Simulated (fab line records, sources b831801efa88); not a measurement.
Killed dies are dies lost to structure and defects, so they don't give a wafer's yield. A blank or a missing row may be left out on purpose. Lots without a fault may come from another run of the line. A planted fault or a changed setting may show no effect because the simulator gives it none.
fab line records | flow gf180mcu
record lots=5 wafers=15 last_day=33
route steps=602 shown STI@15 DNWELL@32
lots that met no fault: from a run of the same line without faults
start_h: hours from the record's first day to the start of the lot's first wafer shown | wait_h: hours since the lot's step before | " the same as in the row above | L1.1+2: a row that stands for several wafers | - no value, or no start given | * or withheld: withheld | < > ~ a bound
route shown NAME@n: a module of which the file shows steps, and the number in the route of the first | usual: mean/standard deviation of fault-free wafers | same: alike in all rows | chamber/n: place in a boat | sites: the reading at each site | _std_site: their standard deviation | _edge_site: outer sites' mean less inner sites' | radius_mm: how far each site lies from the wafer's centre | mask NAME#n: copy n | behind: the tool/chamber that last shaped the wafer | hold: why the lot was held/for how many hours/how that ended | device: the transistor (n, p or np) that didn't switch | end of line: the same wafers' tests at the end of the route | a step without rows: its recipe alone | killed: dies lost to structure and defects at the first sort, not the wafer's yield | map: a wafer's dies, x killed, . not, _ none there
set.NAME: the setting as run; set.NAME@STEP: as run at that earlier step | model.NAME: the simulator's own value behind a step, which no gauge read
lots at some steps of the route; a table a step, a row a wafer
services: from which hour (start_h, from the record's first day; less than 0 if before it) a tool's chamber was out of use, for how many hours, and why
## steps
# step GF_STI_ETCH_14
# recipe target=Si chemistry=HBr/Cl2/O2 target_depth_nm=360 icp_w=600 bias_w=150 pressure_mtorr=15 HBr_flow_sccm=150 Cl2_flow_sccm=40 O2_flow_sccm=6 time_s=102.9
# usual drypump_motor_current_A=5.8/0.31 oes_product_au=1.000/0.012 rf_fwd_power_W=596.6/2.1 throttle_valve_pct=25.657/0.01
# columns lot.wafer tool chamber start_h wait_h drypump_motor_current_A oes_product_au rf_fwd_power_W rf_hours_counter_h throttle_valve_pct
L074.3 rie_si-01 3 27.59 0.0 6.1 1.000 596.3 90 25.658
L074.4 " 0 " " 6.1 0.993 595.0 9 25.664
L074.6 " 1 " " 5.5 1.011 598.3 - 25.644
L087.1 rie_si-01 0 92.54 0.0 6.1 0.978 596.8 10 25.672
L087.3 " 3 " " 6.1 1.007 594.9 91 25.645
L087.5 " 1 " " 5.5 1.005 595.4 - 25.665
L091.1 rie_si-01 0 112.34 0.0 6.1 0.980 597.2 10 25.678
L091.2 " 3 " " 6.1 1.011 595.9 91 25.644
L091.4 " 1 " " 5.5 1.010 593.6 0 25.656
L092.2 rie_si-01 0 118.82 0.0 6.1 0.990 594.9 10 25.664
L092.5 " 2 " " 6.0 1.005 595.5 - 25.659
L092.6 " 3 " " 6.1 1.018 596.8 - 25.634
L093.1 rie_si-01 1 123.29 0.0 5.5 0.995 598.5 0 25.659
L093.5 " 3 " " 6.1 1.012 596.4 - 25.665
L093.6 " 2 " " 6.0 0.999 599.1 - 25.661
# step GF_STI_STRIP_15
# recipe chemistry=O2/N2 power_w=1400 pressure_mtorr=1500 platen_temp_c=250 o2_flow_sccm=3000 n2_flow_sccm=300 overash_fraction=0.5
# usual drypump_motor_current_A=5.8/0.4 heater_power_w=337/37 oes_product_au=0.384/0.0049 strip_time_to_endpoint_s=3.73/0.05
# columns lot.wafer tool chamber start_h wait_h drypump_motor_current_A heater_power_w oes_product_au rf_hours_counter_h strip_time_to_endpoint_s
L074.3 plasma_asher-01 1 27.70 0.1 5.8 301 0.381 - 3.78
L074.4 " 0 " " 6.5 372 0.377 - 3.71
L074.6 " 1 " " 5.8 310 0.385 - 3.63
L087.1 plasma_asher-02 1 92.61 0.0 5.4 384 0.386 31 3.82
L087.3 " 1 " " 5.4 391 0.378 - 3.73
L087.5 " 0 " " 5.7 328 0.384 - 3.79
L091.1 plasma_asher-01 0 112.41 0.0 6.5 380 0.379 46 3.68
L091.2 " 1 " " 5.8 306 0.377 46 3.73
L091.4 " 1 " " 5.8 303 0.389 - 3.70
L092.2 plasma_asher-01 1 118.90 0.0 5.8 310 0.382 47 3.67
L092.5 " 1 " " 5.8 308 0.381 - 3.74
L092.6 " 0 " " 6.5 376 0.375 - 3.65
L093.1 plasma_asher-04 1 123.36 0.0 5.8 277 0.381 51 3.70
L093.5 " 0 " " 5.2 325 0.378 - 3.68
L093.6 " 1 " " 5.8 283 0.389 - 3.73
# step GF_STI_CLEAN_16
# recipe chemistry=dHF time_s=25 dilution=100:1
# columns lot.wafer tool chamber start_h wait_h
L074.3+4+6 wet_bench-04 1 27.77 0.0
L087.1+3+5 wet_bench-03 3 92.71 0.1
L091.1+2+4 wet_bench-04 3 112.51 0.1
L092.2+5+6 wet_bench-02 0 119.00 0.1
L093.1+5+6 wet_bench-02 0 123.46 0.1
# step GF_STI_WET_ETCH_17
# recipe chemistry=H3PO4 target_depth_nm=45 temp_c=160 target=Si3N4 time_s=514
# columns lot.wafer tool chamber start_h wait_h
L074.3+4+6 wet_bench-03 1 27.78 0.0
L087.1+3+5 wet_bench-04 1 92.73 0.0
L091.1+2+4 wet_bench-02 3 112.53 0.0
L092.2+5+6 wet_bench-02 3 119.01 0.0
L093.1+5+6 wet_bench-04 3 123.48 0.0
# step GF_STI_CLEAN_18
# recipe chemistry=SC1/SC2 mix=1:4:20 temp_c=70 time_s=150
# columns lot.wafer tool chamber start_h wait_h
L074.3+4+6 wet_bench-02 2 27.95 0.0
L087.1+3+5 wet_bench-02 2 92.89 0.0
L091.1+2+4 wet_bench-04 2 112.68 0.0
L092.2+5+6 wet_bench-04 0 119.16 0.0
L093.1+5+6 wet_bench-02 0 123.63 0.0
# step GF_STI_CLEAN_19
# recipe chemistry=dHF time_s=20 dilution=100:1
# columns lot.wafer tool chamber start_h wait_h
L074.3+4+6 wet_bench-04 2 28.00 0.0
L087.1+3+5 wet_bench-03 0 92.94 0.0
L091.1+2+4 wet_bench-02 3 112.73 0.0
L092.2+5+6 wet_bench-02 1 119.21 0.0
L093.1+5+6 wet_bench-04 2 123.68 0.0
# step GF_STI_WET_ETCH_20
# recipe chemistry=dHF dilution=100:1 target_depth_nm=20 temp_c=25 dry=ipa_marangoni target=SiO2 time_s=400
# columns lot.wafer tool chamber start_h wait_h
L074.3+4+6 wet_bench-03 1 28.01 0.0
L087.1+3+5 wet_bench-04 3 92.96 0.0
L091.1+2+4 wet_bench-04 1 112.74 0.0
L092.2+5+6 wet_bench-04 2 119.23 0.0
L093.1+5+6 wet_bench-02 3 123.69 0.0
# step GF_STI_OXIDATION_21
# recipe temp_c=1000 ambient=O2 stabilise_s=600 purge_s=300 target_thk_a=150 ox_time_s=458
# usual spike_tc_lower_C=1001.4/1 tube_center_temp_C_max=1002.6/0.38
# columns lot.wafer tool chamber start_h wait_h spike_tc_lower_C tube_center_temp_C_max
L074.3 furnace-01 0 28.14 0.0 998.4 1002.3
L074.4 " 0 " " 1000.3 1002.6
L074.6 " 0 " " 1000.8 1002.3
L087.1 furnace-01 0 93.09 0.0 999.7 1002.7
L087.3 " 0 " " 1000.2 1002.5
L087.5 " 0 " " 998.9 1003.2
L091.1 furnace-02 0 113.54 0.7 1001.3 1002.6
L091.2 " 0 " " 1002.9 1003.0
L091.4 " 0 " " 1002.0 1003.0
L092.2 furnace-02 0 119.35 0.0 1000.6 1002.5
L092.5 " 0 " " 1000.7 1002.2
L092.6 " 0 " " 1000.9 1003.3
L093.1 furnace-01 0 124.36 0.5 1001.5 1002.4
L093.5 " 0 " " 1000.0 1002.4
L093.6 " 0 " " 1002.0 1002.5
# step GF_STI_THK_MEAS_22
# recipe reads=SiO2_of_STI_OXIDATION_21
# usual STI_OXIDATION_01_THK=15.0/0.36
# columns lot.wafer tool chamber start_h wait_h STI_OXIDATION_01_THK[nm]
L074.3 film_metro-01 - 29.29 0.0 14.9
L074.4 " - " " 14.8
L074.6 " - " " 15.0
L087.1 film_metro-02 - 94.22 0.0 15.0
L087.3 " - " " 15.1
L087.5 " - " " 15.2
L091.1 film_metro-01 - 114.67 0.0 15.3
L091.2 " - " " 15.3
L091.4 " - " " 15.2
L092.2 film_metro-02 - 120.48 0.0 15.3
L092.5 " - " " 15.7
L092.6 " - " " 15.3
L093.1 film_metro-01 - 125.49 0.0 14.9
L093.5 " - " " 14.6
L093.6 " - " " 14.8
# step GF_STI_CVD_23
# recipe material=SiO2 target_thk_nm=650 sigma_open_frac=0.3 time_s=108.3 temp_c=600 sih4_flow_sccm=60 pressure_mtorr=6
# columns lot.wafer tool chamber start_h wait_h
L074.3+4+6 hdpcvd-01 1,2,0 29.33 0.0
L087.1+3+5 hdpcvd-02 0,1,1 94.28 0.1
L091.1+2+4 hdpcvd-02 2,1,2 114.73 0.1
L092.2+5+6 hdpcvd-02 2,1,0 120.53 0.0
L093.1+5+6 hdpcvd-02 1,2,0 125.55 0.1
# step GF_STI_THK_MEAS_24
# recipe reads=SiO2_of_STI_CVD_23
# usual STI_CVD_23_THK=651/6.7
# columns lot.wafer tool chamber start_h wait_h STI_CVD_23_THK[nm]
L074.3 film_metro-02 - 29.42 0.1 658
L074.4 " - " " 647
L074.6 " - " " 650
L087.1 film_metro-01 - 94.35 0.0 657
L087.3 " - " " 661
L087.5 " - " " 647
L091.1 film_metro-03 - 114.80 0.0 652
L091.2 " - " " 652
L091.4 " - " " 659
L092.2 film_metro-03 - 120.62 0.0 648
L092.5 " - " " 651
L092.6 " - " " 654
L093.1 film_metro-02 - 125.62 0.0 656
L093.5 " - " " 646
L093.6 " - " " 651
# step GF_STI_CMP_25
# recipe stop_on=Si3N4 t_overpolish_s=33 down_force_psi=4 platen_rpm=60 target_thk_nm=524.6 pad_velocity_m_s=0.94248
# usual motor_current_A=11.6/1.2 overpolish_run_s=33.001/0.0086 time_to_endpoint_s=124/4.6
# columns lot.wafer tool chamber start_h wait_h motor_current_A overpolish_run_s time_to_endpoint_s
L074.3 cmp-01 0 29.51 0.1 11.3 33.002 127
L074.4 " 1 " " 10.8 33.018 128
L074.6 " 3 " " 10.2 32.997 123
L087.3 cmp-02 3 94.41 0.0 12.2 32.999 122
L087.1 " 1 " " 12.1 32.999 123
L087.5 " 0 " " 11.4 32.994 115
L091.1 cmp-02 2 114.89 0.1 14.3 33.003 126
L091.4 " 3 " " 12.0 33.013 125
L091.2 " 0 " " 11.4 32.995 130
L092.2 cmp-02 2 120.77 0.1 14.5 33.001 123
L092.6 " 0 " " 11.8 32.991 123
L092.5 " 1 " " 11.9 32.999 124
L093.1 cmp-01 3 125.95 0.3 9.8 32.990 121
L093.5 " 3 " " 9.9 33.020 116
L093.6 " 0 " " 11.2 32.989 127
# step GF_STI_WET_ETCH_26
# recipe chemistry=dHF target_depth_nm=94 target=SiO2 temp_c=25 dilution=10:1 time_s=188
# columns lot.wafer tool chamber start_h wait_h
L074.3+4+6 wet_bench-03 2 29.76 0.2
L087.1+3+5 wet_bench-03 0 94.71 0.1
L091.1+2+4 wet_bench-02 0 115.19 0.2
L092.2+5+6 wet_bench-04 2 120.97 0.1
L093.1+5+6 wet_bench-02 2 126.25 0.2
# step GF_STI_WET_ETCH_27
# recipe chemistry=H3PO4 target_depth_nm=160 target=Si3N4 temp_c=160 time_s=1825
# columns lot.wafer tool chamber start_h wait_h
L074.3+4+6 wet_bench-02 1 29.83 0.0
L087.1+3+5 wet_bench-04 1 94.77 0.0
L091.1+2+4 wet_bench-04 3 115.25 0.0
L092.2+5+6 wet_bench-02 2 121.03 0.0
L093.1+5+6 wet_bench-04 2 126.31 0.0
# step GF_STI_WET_ETCH_28
# recipe chemistry=dHF target_depth_nm=20 dry=ipa_marangoni target=SiO2 temp_c=25 dilution=10:1 time_s=40
# columns lot.wafer tool chamber start_h wait_h
L074.3+4+6 wet_bench-03 1 30.35 0.0
L087.1+3+5 wet_bench-02 2 95.34 0.0
L091.1+2+4 wet_bench-02 3 115.77 0.0
L092.2+5+6 wet_bench-04 2 121.55 0.0
L093.1+5+6 wet_bench-02 0 126.82 0.0
# step GF_STI_OXIDATION_29
# recipe temp_c=900 ambient=O2 stabilise_s=600 purge_s=300 target_thk_a=100 ox_time_s=1418
# usual spike_tc_lower_C=901.4/1.1 tube_center_temp_C_max=902.3/0.38
# columns lot.wafer tool chamber start_h wait_h spike_tc_lower_C tube_center_temp_C_max
L074.3 furnace-02 0 31.21 0.8 902.2 903.3
L074.4 " 0 " " 900.4 902.0
L074.6 " 0 " " 902.7 903.2
L087.1 furnace-01 0 95.36 0.0 901.0 903.1
L087.3 " 0 " " 901.9 902.1
L087.5 " 0 " " 900.2 902.3
L091.1 furnace-02 0 116.51 0.7 901.1 902.4
L091.2 " 0 " " 901.6 902.4
L091.4 " 0 " " 901.4 902.9
L092.2 furnace-01 0 122.97 1.4 900.8 902.0
L092.5 " 0 " " 900.5 902.1
L092.6 " 0 " " 900.6 902.0
L093.1 furnace-02 0 126.84 0.0 903.4 902.2
L093.5 " 0 " " 900.8 902.0
L093.6 " 0 " " 900.9 902.4
# step GF_STI_THK_MEAS_30
# recipe reads=SiO2_of_STI_OXIDATION_29
# usual STI_OXIDATION_02_THK=10.05/0.19
# columns lot.wafer tool chamber start_h wait_h STI_OXIDATION_02_THK[nm]
L074.3 film_metro-02 - 32.63 0.0 10.21
L074.4 " - " " 10.16
L074.6 " - " " 10.19
L087.1 film_metro-03 - 96.75 0.0 9.97
L087.3 " - " " 9.98
L087.5 " - " " 9.90
L091.1 film_metro-01 - 117.91 0.0 10.08
L091.2 " - " " 9.95
L091.4 " - " " 9.99
L092.2 film_metro-02 - 124.37 0.0 10.01
L092.5 " - " " 10.15
L092.6 " - " " 10.30
L093.1 film_metro-01 - 128.24 0.0 10.19
L093.5 " - " " 10.01
L093.6 " - " " 10.09
# step GF_DNWELL_DEHYDRATE_00
# recipe temp_c=200 time_s=60
# usual heater_power_total_W=160.37/0.13
# columns lot.wafer tool chamber start_h wait_h heater_power_total_W
L074.3 litho_track-01 0 38.00 5.4 160.25
L074.4 " 0 " " 160.56
L074.6 " 0 " " 160.35
L087.1 litho_track-03 0 102.84 6.1 160.52
L087.3 " 0 " " 160.54
L087.5 " 0 " " 160.35
L091.1 litho_track-03 0 124.79 6.9 160.34
L091.2 " 0 " " 160.19
L091.4 " 0 " " 160.38
L092.2 litho_track-02 0 131.41 7.0 160.48
L092.5 " 0 " " 160.25
L092.6 " 0 " " 160.56
L093.1 litho_track-03 0 135.19 6.9 160.28
L093.5 " 0 " " 160.20
L093.6 " 0 " " 160.60
# step GF_DNWELL_HMDS_01
# recipe prime_time_s=60 prime_temp_c=120
# columns lot.wafer tool chamber start_h wait_h
L074.3+4+6 litho_track-01 0 38.15 0.1
L087.1+3+5 litho_track-03 0 102.99 0.1
L091.1+2+4 litho_track-03 0 124.94 0.1
L092.2+5+6 litho_track-02 0 131.56 0.1
L093.1+5+6 litho_track-03 0 135.34 0.1
# step GF_DNWELL_COAT_02
# recipe spin_rpm=2000 resist_thk_nm=3000
# usual spin_speed_rpm=2000.1/1.4
# columns lot.wafer tool chamber start_h wait_h spin_speed_rpm
L074.3 litho_track-01 0 38.30 0.1 2000.4
L074.4 " 0 " " 1998.4
L074.6 " 0 " " 1998.8
L087.1 litho_track-03 0 103.14 0.1 1999.0
L087.3 " 0 " " 2000.2
L087.5 " 0 " " 2000.2
L091.1 litho_track-03 0 125.09 0.1 2000.0
L091.2 " 0 " " 1999.6
L091.4 " 0 " " 2000.6
L092.2 litho_track-02 0 131.71 0.1 2001.9
L092.5 " 0 " " 2002.0
L092.6 " 0 " " 2001.0
L093.1 litho_track-03 0 135.49 0.1 2002.9
L093.5 " 0 " " 1998.3
L093.6 " 0 " " 1999.9
# step GF_DNWELL_SOFTBAKE_03
# recipe temp_c=110 time_s=withheld
# usual heater_power_total_W=65.34/0.13
# columns lot.wafer tool chamber start_h wait_h heater_power_total_W
L074.3 litho_track-01 0 38.47 0.1 65.38
L074.4 " 0 " " 65.41
L074.6 " 0 " " 65.25
L087.1 litho_track-03 0 103.29 0.1 65.18
L087.3 " 0 " " 65.11
L087.5 " 0 " " 65.23
L091.1 litho_track-03 0 125.24 0.1 65.13
L091.2 " 0 " " 65.48
L091.4 " 0 " " 65.38
L092.2 litho_track-02 0 131.87 0.1 65.32
L092.5 " 0 " " 65.25
L092.6 " 0 " " 65.36
L093.1 litho_track-03 0 135.64 0.1 65.32
L093.5 " 0 " " 65.36
L093.6 " 0 " " 65.21
# step GF_DNWELL_EXPOSE_04
# recipe mask_id=DNWELL target_cd_nm=1700 na=0.6 source_shape=conventional sigma_outer=0.6 dose_mj=260
# columns lot.wafer tool chamber start_h wait_h mask
L074.3+4+6 iline_stepper-02 0 - - DNWELL#0
L087.1+3+5 iline_stepper-01 0 - - DNWELL#0
L091.1+2+4 iline_stepper-01 0 - - DNWELL#0
L092.2+5+6 iline_stepper-01 0 - - DNWELL#0
L093.1+5+6 iline_stepper-01 0 - - DNWELL#0
# step GF_DNWELL_PEB_05
# recipe temp_c=115 time_s=withheld
# usual heater_power_total_W=69.34/0.13
# columns lot.wafer tool chamber start_h wait_h heater_power_total_W
L074.3 litho_track-01 0 - - 69.52
L074.4 " 0 " " 69.37
L074.6 " 0 " " 69.23
L087.1 litho_track-02 0 - - 69.60
L087.3 " 0 " " 69.47
L087.5 " 0 " " 69.16
L091.1 litho_track-01 0 - - 69.26
L091.2 " 0 " " 69.11
L091.4 " 0 " " 69.16
L092.2 litho_track-02 0 - - 69.22
L092.5 " 0 " " 69.27
L092.6 " 0 " " 69.16
L093.1 litho_track-03 0 - - 69.31
L093.5 " 0 " " 69.57
L093.6 " 0 " " 69.34
# step GF_DNWELL_DEVELOP_06
# recipe wall_angle_deg=90 develop_time_s=60 dev_temp_c=23
# usual developer_temp_C=22.97/0.11
# columns lot.wafer tool chamber start_h wait_h developer_temp_C
L074.3 litho_track-01 0 - - 22.69
L074.4 " 0 " " 22.96
L074.6 " 0 " " 22.83
L087.1 litho_track-02 0 - - 23.03
L087.3 " 0 " " 23.06
L087.5 " 0 " " 23.16
L091.1 litho_track-01 0 - - 22.85
L091.2 " 0 " " 22.94
L091.4 " 0 " " 22.97
L092.2 litho_track-02 0 - - 22.76
L092.5 " 0 " " 22.76
L092.6 " 0 " " 22.93
L093.1 litho_track-03 0 - - 23.00
L093.5 " 0 " " 23.07
L093.6 " 0 " " 23.00
# step GF_DNWELL_IMPLANT_07
# recipe species=P energy_kev=1500 dose_cm2=1e+13 tilt_deg=0
# same implant_ion_amu=31
# columns lot.wafer tool chamber start_h wait_h
L074.3+4+6 implanter-04 0 44.40 -
L087.1+3+5 implanter-04 0 110.08 -
L091.1+2+4 implanter-02 0 133.40 -
L092.2+5+6 implanter-04 0 139.66 -
L093.1+5+6 implanter-04 0 143.24 -
# step GF_DNWELL_STRIP_08
# recipe chemistry=O2/N2 power_w=1400 pressure_mtorr=1500 platen_temp_c=250 o2_flow_sccm=3000 n2_flow_sccm=300 overash_fraction=0.5
# usual drypump_motor_current_A=5.8/0.41 heater_power_w=323/31 oes_product_au=0.722/0.0048 strip_time_to_endpoint_s=36.94/0.097
# columns lot.wafer tool chamber start_h wait_h drypump_motor_current_A heater_power_w oes_product_au rf_hours_counter_h strip_time_to_endpoint_s
L074.3 plasma_asher-01 0 44.54 0.1 6.5 383 0.724 - 36.91
L074.4 " 1 " " 5.8 310 0.722 - 36.95
L074.6 " 1 " " 5.9 306 0.729 - 36.96
L087.1 plasma_asher-04 0 110.23 0.1 5.2 325 0.723 49 37.11
L087.3 " 0 " " 5.2 322 0.728 - 36.96
L087.5 " 0 " " 5.2 318 0.710 - 37.02
L091.1 plasma_asher-01 0 133.55 0.1 6.5 375 0.711 48 36.97
L091.2 " 1 " " 5.9 299 0.722 48 37.06
L091.4 " 1 " " 5.8 300 0.721 - 37.10
L092.2 plasma_asher-04 1 139.78 0.1 5.8 281 0.726 53 36.96
L092.5 " 1 " " 5.8 280 0.729 - 36.93
L092.6 " 0 " " 5.2 320 0.724 - 36.91
L093.1 plasma_asher-01 1 143.39 0.1 5.8 307 0.726 49 36.92
L093.5 " 0 " " 6.5 366 0.724 - 37.10
L093.6 " 1 " " 5.8 314 0.726 - 36.96
## services
# columns tool chamber start_h hours kind
rie_si-01 3 3.72 7.7 repair
cmp-02 - 34.09 0.7 repair
furnace-01 - 42.00 2.9 pm
cmp-01 - 48.31 0.5 repair
plasma_asher-01 - 49.68 13.6 repair
iline_stepper-01 - 54.76 1.7 pm
cmp-02 - 58.10 5.9 pm
plasma_asher-01 - 60.91 2.9 repair
cmp-02 - 64.00 4.0 pm
hdpcvd-02 - 72.13 2.8 pm
cmp-02 - 74.55 6.7 pm
implanter-04 - 78.78 22.4 pm
plasma_asher-04 - 83.07 14.1 repair
hdpcvd-02 - 86.05 1.9 repair
cmp-01 - 91.01 7.4 pm
wet_bench-03 - 99.34 58.1 pm
implanter-04 - 101.22 3.8 pm
cmp-02 - 110.10 1.5 repair
furnace-01 - 111.52 2.4 pm
cmp-02 - 125.45 1.3 repair
cmp-02 - 135.10 2.1 repair
furnace-01 - 139.03 15.3 repair
cmp-02 - 139.62 0.3 repair
implanter-04 - 140.47 2.7 pm
## key
fault none
